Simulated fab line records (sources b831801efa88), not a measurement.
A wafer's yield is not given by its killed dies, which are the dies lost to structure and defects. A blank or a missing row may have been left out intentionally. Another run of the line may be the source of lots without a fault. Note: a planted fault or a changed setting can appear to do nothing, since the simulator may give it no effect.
Which tool is to blame? || flow sky130 || 36 wafers from 12 lots sampled at 3 of the route's 708 steps

WHAT THE GAUGES READ, wafer by wafer
SKY_NWELL_OVL_MEAS_23.
{"lot": "L762", "measured": "day 5 12:39", "on": "overlay-01", "NWELL_01_OVL (nm)": "-1.9 -2.5 -3.6"}
{"lot": "L763", "measured": "day 5 21:29", "on": "overlay-02", "NWELL_01_OVL (nm)": "2.3 2.6 -1.6"}
{"lot": "L769", "measured": "day 7 09:15", "on": "overlay-01", "NWELL_01_OVL (nm)": "0.6 -0.5 1.7"}
{"lot": "L770", "measured": "day 7 11:35", "on": "overlay-02", "NWELL_01_OVL (nm)": "-2.4 -0.5 0.2"}
{"lot": "L771", "measured": "day 7 19:02", "on": "overlay-01", "NWELL_01_OVL (nm)": "2.2 -0.3 0.3"}
{"lot": "L772", "measured": "day 8 01:23", "on": "overlay-02", "NWELL_01_OVL (nm)": "0.7 -0.2 1.9"}
{"lot": "L773", "measured": "day 8 06:26", "on": "overlay-02", "NWELL_01_OVL (nm)": "-1.8 -0.1 -0.1"}
{"lot": "L778", "measured": "day 10 04:27", "on": "overlay-02", "NWELL_01_OVL (nm)": "0.6 0.6 0.6"}
{"lot": "L779", "measured": "day 10 05:44", "on": "overlay-01", "NWELL_01_OVL (nm)": "-2.2 -1.1 -0.6"}
{"lot": "L781", "measured": "day 10 11:21", "on": "overlay-02", "NWELL_01_OVL (nm)": "-0.3 -0.8 1.1"}
{"lot": "L782", "measured": "day 10 18:57", "on": "overlay-01", "NWELL_01_OVL (nm)": "-1.8 -3.8 -2.5"}
{"lot": "L784", "measured": "day 11 04:59", "on": "overlay-02", "NWELL_01_OVL (nm)": "-2.1 -2.3 0.9"}

SKY_VT_ADJUST_LVTN_OVL_MEAS_18.
{"lot": "L762", "measured": "day 7 21:01", "on": "overlay-01", "VT_ADJUST_LVTN_01_OVL (nm)": "-0.2 0.3 -1.5"}
{"lot": "L763", "measured": "day 8 08:48", "on": "overlay-01", "VT_ADJUST_LVTN_01_OVL (nm)": "-0.7 0.7 0.4"}
{"lot": "L769", "measured": "day 10 01:01", "on": "overlay-01", "VT_ADJUST_LVTN_01_OVL (nm)": "-1.5 -1.4 -0.8"}
{"lot": "L770", "measured": "day 10 04:07", "on": "overlay-02", "VT_ADJUST_LVTN_01_OVL (nm)": "1.2 -1.0 -0.8"}
{"lot": "L771", "measured": "day 10 11:39", "on": "overlay-02", "VT_ADJUST_LVTN_01_OVL (nm)": "0.2 0.7 0.7"}
{"lot": "L772", "measured": "day 10 19:13", "on": "overlay-02", "VT_ADJUST_LVTN_01_OVL (nm)": "0.5 -0.9 -0.3"}
{"lot": "L773", "measured": "day 11 00:15", "on": "overlay-02", "VT_ADJUST_LVTN_01_OVL (nm)": "-1.8 -0.8 -1.2"}
{"lot": "L778", "measured": "day 13 03:37", "on": "overlay-02", "VT_ADJUST_LVTN_01_OVL (nm)": "0.6 -0.2 -0.9"}
{"lot": "L779", "measured": "day 13 05:21", "on": "overlay-02", "VT_ADJUST_LVTN_01_OVL (nm)": "-0.3 -0.8 0.5"}
{"lot": "L781", "measured": "day 13 13:08", "on": "overlay-01", "VT_ADJUST_LVTN_01_OVL (nm)": "-1.3 -1.0 -0.7"}
{"lot": "L782", "measured": "day 13 22:00", "on": "overlay-02", "VT_ADJUST_LVTN_01_OVL (nm)": "-1.7 -1.1 0.4"}
{"lot": "L784", "measured": "day 14 08:43", "on": "overlay-01", "VT_ADJUST_LVTN_01_OVL (nm)": "-1.2 -2.1 -0.4"}

WHAT TOOL EACH LOT RAN ON (gives the tool, then ch and the chambers of the sampled wafers, and finally the start)
{"lot": "L762", "SKY_NWELL_STRIP_25": "plasma_asher-02 ch 0, day 5 12:50"}
{"lot": "L763", "SKY_NWELL_STRIP_25": "plasma_asher-02 ch 1, day 5 21:40"}
{"lot": "L769", "SKY_NWELL_STRIP_25": "plasma_asher-02 ch 0,1, day 7 09:26"}
{"lot": "L770", "SKY_NWELL_STRIP_25": "plasma_asher-02 ch 0,1, day 7 11:46"}
{"lot": "L771", "SKY_NWELL_STRIP_25": "plasma_asher-04 ch 0,1, day 7 19:13"}
{"lot": "L772", "SKY_NWELL_STRIP_25": "plasma_asher-02 ch 0,1, day 8 01:34"}
{"lot": "L773", "SKY_NWELL_STRIP_25": "plasma_asher-02 ch 0,1, day 8 06:38"}
{"lot": "L778", "SKY_NWELL_STRIP_25": "plasma_asher-04 ch 0,1, day 10 04:38"}
{"lot": "L779", "SKY_NWELL_STRIP_25": "plasma_asher-04 ch 0,1, day 10 05:55"}
{"lot": "L781", "SKY_NWELL_STRIP_25": "plasma_asher-04 ch 0,1, day 10 11:32"}
{"lot": "L782", "SKY_NWELL_STRIP_25": "plasma_asher-04 ch 0,1, day 10 19:08"}
{"lot": "L784", "SKY_NWELL_STRIP_25": "plasma_asher-02 ch 0,1, day 11 05:10"}
- SKY_NWELL_STRIP_25: strips in O2/N2.

WHAT THE TOOLS THEMSELVES READ (means of the sampled wafers that have a number; where no wafer has one, the mark that the record gives instead)
SKY_NWELL_STRIP_25.
{"lot": "L762", "tool": "plasma_asher-02", "chamber_pressure_mTorr (mTorr)": 1499.7, "drypump_motor_current_A (A)": 5.69, "oes_product_au (a.u.)": 0.718, "strip_time_to_endpoint_s (s)": 36.85}
{"lot": "L763", "tool": "plasma_asher-02", "chamber_pressure_mTorr (mTorr)": 1500.3, "drypump_motor_current_A (A)": 5.46, "oes_product_au (a.u.)": 0.721, "strip_time_to_endpoint_s (s)": 36.94}
{"lot": "L769", "tool": "plasma_asher-02", "chamber_pressure_mTorr (mTorr)": 1498.2, "drypump_motor_current_A (A)": 5.64, "oes_product_au (a.u.)": 0.724, "strip_time_to_endpoint_s (s)": 36.85}
{"lot": "L770", "tool": "plasma_asher-02", "chamber_pressure_mTorr (mTorr)": 1499.1, "drypump_motor_current_A (A)": 5.54, "oes_product_au (a.u.)": 0.723, "strip_time_to_endpoint_s (s)": 36.96}
{"lot": "L771", "tool": "plasma_asher-04", "chamber_pressure_mTorr (mTorr)": 1499.4, "drypump_motor_current_A (A)": 5.53, "oes_product_au (a.u.)": 0.722, "strip_time_to_endpoint_s (s)": 36.94}
{"lot": "L772", "tool": "plasma_asher-02", "chamber_pressure_mTorr (mTorr)": 1500.2, "drypump_motor_current_A (A)": 5.61, "oes_product_au (a.u.)": 0.724, "strip_time_to_endpoint_s (s)": 36.93}
{"lot": "L773", "tool": "plasma_asher-02", "chamber_pressure_mTorr (mTorr)": 1500.4, "drypump_motor_current_A (A)": 5.52, "oes_product_au (a.u.)": 0.721, "strip_time_to_endpoint_s (s)": 37.03}
{"lot": "L778", "tool": "plasma_asher-04", "chamber_pressure_mTorr (mTorr)": 1499.9, "drypump_motor_current_A (A)": 5.33, "oes_product_au (a.u.)": 0.725, "strip_time_to_endpoint_s (s)": 36.72}
{"lot": "L779", "tool": "plasma_asher-04", "chamber_pressure_mTorr (mTorr)": 1500.9, "drypump_motor_current_A (A)": 5.31, "oes_product_au (a.u.)": 0.723, "strip_time_to_endpoint_s (s)": 36.84}
{"lot": "L781", "tool": "plasma_asher-04", "chamber_pressure_mTorr (mTorr)": 1499.3, "drypump_motor_current_A (A)": 5.33, "oes_product_au (a.u.)": 0.722, "strip_time_to_endpoint_s (s)": 37.02}
{"lot": "L782", "tool": "plasma_asher-04", "chamber_pressure_mTorr (mTorr)": 1499.3, "drypump_motor_current_A (A)": 5.52, "oes_product_au (a.u.)": 0.726, "strip_time_to_endpoint_s (s)": 37.02}
{"lot": "L784", "tool": "plasma_asher-02", "chamber_pressure_mTorr (mTorr)": 1499.5, "drypump_motor_current_A (A)": 5.65, "oes_product_au (a.u.)": 0.724, "strip_time_to_endpoint_s (s)": 37.12}

THE ANSWER, worked out from the rows above alone
Rule: what is usual is taken from the lots themselves. Put in order of their means at a reading, lots are off if they are a third of the lots or fewer, leave a main group of 4 or more, and stand apart from it by a gap of 3 or more times the standard deviation of the main group's means; of several such gaps the widest counts. If all means in a main group match to the digits the tables above print for the reading, that group is not used. A lot without any number at a reading at which 4 lots or more have one is off too. Any other lot the step has rows for is counted as sound. Order of review: gauges by route order, followed by the tools' own readings, for which a lot's mean as printed above is used. The first step at which some lot is off is used, and at that step the reading that is off furthest; a lot without a number counts as furthest.
Nothing can be told from this: no lot is off at any reading shown.

WHAT THE SIMULATOR HAD PUT IN
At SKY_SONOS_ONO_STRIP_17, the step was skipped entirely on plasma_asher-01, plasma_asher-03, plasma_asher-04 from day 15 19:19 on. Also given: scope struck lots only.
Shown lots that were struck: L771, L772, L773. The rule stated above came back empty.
